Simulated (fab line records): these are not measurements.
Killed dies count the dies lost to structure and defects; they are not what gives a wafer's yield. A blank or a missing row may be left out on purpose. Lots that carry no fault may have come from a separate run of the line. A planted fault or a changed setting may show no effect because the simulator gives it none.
A single fault, viewed from 2 desks + flow sky130 + numbers are kept per desk, each desk with only its own; the story behind them comes last

## DESK OF THE TOOL OWNER: pvd_sputter-04
The tool's own readings at SKY_METAL4_SPUTTER_02 (material AlCu, target thk 735 nm, time 39.1 s): means of the sampled wafers that have a number, for each lot that ran on this tool. A lot is out of limits, marked OUT, if its mean lies more than 4 standard deviations from the usual mean; the brackets give that distance.
Columns: A = throttle_valve_pct at SKY_METAL4_SPUTTER_02, usual 29.5 %
| lot  | first seen here | A    |
|------|-----------------|------|
| L398 | day 40 07:46    | 28.6 |
| L399 | day 41 04:55    | 29.5 |
| L400 | day 41 07:32    | 28.7 |
| L403 | day 41 14:57    | 29.0 |
| L405 | day 42 03:40    | 28.5 |
| L406 | day 42 13:41    | 29.0 |
| L407 | day 42 23:32    | 29.4 |
This desk found nothing out of limits on any of the 7 lots.

## METROLOGY DESK
Means of the sampled wafers that have a number, per lot and without regard to the tool the lot ran on: this is what the gauges read. A lot is out of limits, marked OUT, if its mean lies more than 4 standard deviations from the usual mean; the brackets give that distance.
Columns: A = POLY_GATE_CVD_00_THK at SKY_POLY_GATE_THK_MEAS_01, usual 181.1 nm; B = cd_nm at SKY_POLY_GATE_CD_MEAS_13, usual 150.3 nm
| lot  | first seen here | A     | B     |
|------|-----------------|-------|-------|
| L398 | day 14 14:08    | 181.5 | 152.7 |
| L399 | day 15 12:49    | 184.1 | 149.5 |
| L400 | day 15 20:59    | 181.0 | 151.6 |
| L403 | day 16 10:41    | 178.9 | 150.8 |
| L404 | day 16 10:41    | 180.3 | 149.6 |
| L405 | day 16 23:15    | 178.9 | 152.3 |
| L406 | day 17 06:29    | 181.1 | 150.2 |
| L407 | day 17 20:56    | 180.6 | 150.9 |
| L418 | day 21 00:38    | 181.1 | 151.3 |
| L420 | day 21 14:56    | 182.3 | 149.2 |
This desk found nothing out of limits on any of the 10 lots.

## PUT TOGETHER
The desk of the tool owner found nothing out of limits.
Nothing out of limits was seen by the metrology desk.

## WHAT THE SIMULATOR HAD INSERTED
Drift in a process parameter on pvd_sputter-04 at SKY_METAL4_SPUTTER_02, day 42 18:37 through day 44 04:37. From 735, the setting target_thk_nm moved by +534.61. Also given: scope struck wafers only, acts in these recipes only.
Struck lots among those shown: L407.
